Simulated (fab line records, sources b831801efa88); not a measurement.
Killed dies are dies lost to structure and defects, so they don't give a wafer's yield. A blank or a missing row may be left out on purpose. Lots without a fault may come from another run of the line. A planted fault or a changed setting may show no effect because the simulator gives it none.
Which tool did it? | flow sky130 | 12 lots, 36 wafers sampled, at 5 steps of a route of 708

WHAT THE GAUGES READ, wafer by wafer
SKY_FIELD_ISO_THK_MEAS_23.
lot  | measured    | on            | FIELD_ISO_OXIDATION_01_THK (nm)
L426 | day 2 11:34 | film_metro-02 | 10.01 9.75 10.04
L427 | day 2 17:44 | film_metro-02 | 9.91 9.76 10.13
L428 | day 3 00:25 | film_metro-02 | 10.28 10.20 10.19
L429 | day 3 04:48 | film_metro-02 | 10.13 9.83 9.98
L430 | day 3 08:56 | film_metro-02 | 10.16 9.95 10.03
L431 | day 3 15:34 | film_metro-02 | 9.88 9.83 9.86
L432 | day 3 20:53 | film_metro-03 | 9.90 9.95 9.98
L433 | day 4 00:58 | film_metro-03 | 9.72 9.87 9.77
L434 | day 4 06:13 | film_metro-03 | 9.82 10.02 9.83
L441 | day 5 19:47 | film_metro-02 | 9.86 9.90 9.94
L443 | day 6 08:49 | film_metro-01 | 9.85 10.02 10.02
L447 | day 7 01:47 | film_metro-03 | 10.15 10.02 10.01

SKY_VT_ADJUST_HVTP_CD_MEAS_07: target cd 380 nm.
lot  | measured     | on        | cd_nm (nm)
L426 | day 6 05:55  | cd_sem-02 | 376.9 377.7 380.6
L427 | day 6 12:16  | cd_sem-02 | 383.0 382.2 382.8
L428 | day 6 19:32  | cd_sem-01 | 380.7 380.6 380.3
L429 | day 7 05:05  | cd_sem-01 | 382.4 380.3 380.5
L430 | day 7 10:41  | cd_sem-02 | 381.5 380.7 381.3
L431 | day 7 15:40  | cd_sem-02 | 381.4 380.8 378.8
L432 | day 7 23:59  | cd_sem-02 | 380.9 380.4 380.1
L433 | day 8 02:35  | cd_sem-02 | 374.4 378.1 376.7
L434 | day 8 07:46  | cd_sem-02 | 380.4 379.9 381.1
L441 | day 10 06:20 | cd_sem-01 | 375.6 376.2 375.3
L443 | day 11 00:41 | cd_sem-01 | 381.4 377.1 376.0
L447 | day 11 21:35 | cd_sem-01 | 379.5 380.4 376.7

SKY_SONOS_TUNNEL_TW_MEAS_12.
lot  | measured     | on            | SONOS_TUNNEL_TW
L426 | day 11 12:28 | film_metro-01 | 196.6 196.3 196.4
L427 | day 11 20:57 | film_metro-04 | 198.5 198.1 198.5
L428 | day 12 06:31 | film_metro-01 | 196.4 196.7 196.8
L429 | day 12 18:14 | film_metro-01 | 195.7 197.0 196.8
L430 | day 13 00:30 | film_metro-04 | 196.6 197.6 198.0
L431 | day 13 07:09 | film_metro-01 | 195.3 196.7 195.8
L432 | day 13 15:22 | film_metro-04 | 198.1 196.8 197.1
L433 | day 13 18:10 | film_metro-01 | 195.6 195.6 195.4
L434 | day 14 04:02 | film_metro-03 | 199.6 200.3 198.7
L441 | day 16 13:26 | film_metro-04 | 153.4 153.0 153.6
L443 | day 17 10:20 | film_metro-03 | 154.9 154.0 155.3
L447 | day 18 12:02 | film_metro-04 | 197.4 198.1 197.8

WHICH TOOL RAN EACH LOT (tool, then ch and the chambers of the sampled wafers, then the start)
lot  | SKY_VT_ADJUST_LVTN_STRIP_20          | SKY_SONOS_TUNNEL_IMPLANT_09
L426 | plasma_asher-04 ch 0,1, day 7 21:18  | implanter-03 ch 0, day 11 12:03
L427 | plasma_asher-02 ch 0,1, day 8 03:41  | implanter-01 ch 0, day 11 20:34
L428 | plasma_asher-04 ch 0,1, day 8 11:36  | implanter-04 ch 0, day 12 05:56
L429 | plasma_asher-04 ch 0,1, day 8 23:18  | implanter-04 ch 0, day 12 17:43
L430 | plasma_asher-04 ch 0,1, day 9 04:43  | implanter-03 ch 0, day 13 00:07
L431 | plasma_asher-04 ch 0,1, day 9 09:23  | implanter-01 ch 0, day 13 06:46
L432 | plasma_asher-04 ch 0, day 9 18:04    | implanter-04 ch 0, day 13 14:58
L433 | plasma_asher-04 ch 0,1, day 9 20:58  | implanter-01 ch 0, day 13 17:47
L434 | plasma_asher-01 ch 0,1, day 10 04:01 | implanter-04 ch 0, day 14 03:38
L441 | plasma_asher-02 ch 0,1, day 12 05:40 | implanter-01 ch 0, day 16 13:01
L443 | plasma_asher-02 ch 0,1, day 12 23:11 | implanter-01 ch 0, day 17 09:56
L447 | plasma_asher-01 ch 0,1, day 13 20:04 | implanter-03 ch 0, day 18 11:36
- SKY_VT_ADJUST_LVTN_STRIP_20: strips in O2/N2.
- SKY_SONOS_TUNNEL_IMPLANT_09

WHAT THE TOOLS THEMSELVES READ (means of the sampled wafers that have a number; where no wafer has one, the mark that the record gives instead)
SKY_VT_ADJUST_LVTN_STRIP_20.
lot  | tool            | drypump_motor_current_A (A) | oes_product_au (a.u.) | strip_time_to_endpoint_s (s)
L426 | plasma_asher-04 | 5.80                        | 0.717                 | 14.14
L427 | plasma_asher-02 | 6.18                        | 0.721                 | 14.16
L428 | plasma_asher-04 | 5.93                        | 0.712                 | 14.16
L429 | plasma_asher-04 | 5.80                        | 0.711                 | 14.18
L430 | plasma_asher-04 | 5.82                        | 0.715                 | 14.16
L431 | plasma_asher-04 | 5.80                        | 0.714                 | 14.20
L432 | plasma_asher-04 | 6.08                        | 0.716                 | 14.21
L433 | plasma_asher-04 | 5.80                        | 0.716                 | 14.15
L434 | plasma_asher-01 | 6.21                        | 0.717                 | 14.17
L441 | plasma_asher-02 | 6.18                        | 0.713                 | 14.15
L443 | plasma_asher-02 | 6.08                        | 0.714                 | 14.20
L447 | plasma_asher-01 | 6.19                        | 0.718                 | 14.17

SKY_SONOS_TUNNEL_IMPLANT_09.
lot  | tool         | dose_ions_cm2 | faraday_current_uA
L426 | implanter-03 | 1.0012e+12    | 5.68
L427 | implanter-01 | 1.0004e+12    | 5.64
L428 | implanter-04 | 9.9883e+11    | 5.67
L429 | implanter-04 | 1.0001e+12    | 5.65
L430 | implanter-03 | 1.0003e+12    | 5.65
L431 | implanter-01 | 1.0028e+12    | 5.60
L432 | implanter-04 | 1.0009e+12    | 5.57
L433 | implanter-01 | 9.9847e+11    | 5.58
L434 | implanter-04 | 9.9997e+11    | 5.62
L441 | implanter-01 | 3.9467e+11    | 2.18
L443 | implanter-01 | 3.9403e+11    | 2.23
L447 | implanter-03 | 1.0011e+12    | 5.61

THE ANSWER, worked out from the rows above alone
Rule: what is usual is taken from the lots themselves. Put in order of their means at a reading, lots are off if they are a third of the lots or fewer, leave a main group of 4 or more, and stand apart from it by a gap of 3 or more times the standard deviation of the main group's means; of several such gaps the widest counts. A main group whose means are all the same, to the digits that the tables above print for the reading, isn't used. A lot without any number at a reading at which 4 lots or more have one is off too. The other lots that the step has rows for count as sound. The gauges are gone through in route order, then the tools' own readings, and for those a lot's mean is taken as printed above. The first step at which some lot is off is used, and at that step the reading that is off furthest; a lot without a number counts as furthest.
Off: L441, L443, at SKY_SONOS_TUNNEL_TW_MEAS_12 (SONOS_TUNNEL_TW). The main group: mean 197.1, standard deviation 1.1.
A tool fits if, at a process step before that reading, it ran every lot that is off, and no sound lot after the first of them. The gauges at SKY_SONOS_TUNNEL_TW_MEAS_12 aren't tried: what is off there is off at SKY_SONOS_TUNNEL_IMPLANT_09 too, on other tools, and a gauge's error can't cause that. Can't be told from this: 2 tools fit, plasma_asher-02 at SKY_VT_ADJUST_LVTN_STRIP_20, implanter-01 at SKY_SONOS_TUNNEL_IMPLANT_09.

WHAT THE SIMULATOR HAD PUT IN
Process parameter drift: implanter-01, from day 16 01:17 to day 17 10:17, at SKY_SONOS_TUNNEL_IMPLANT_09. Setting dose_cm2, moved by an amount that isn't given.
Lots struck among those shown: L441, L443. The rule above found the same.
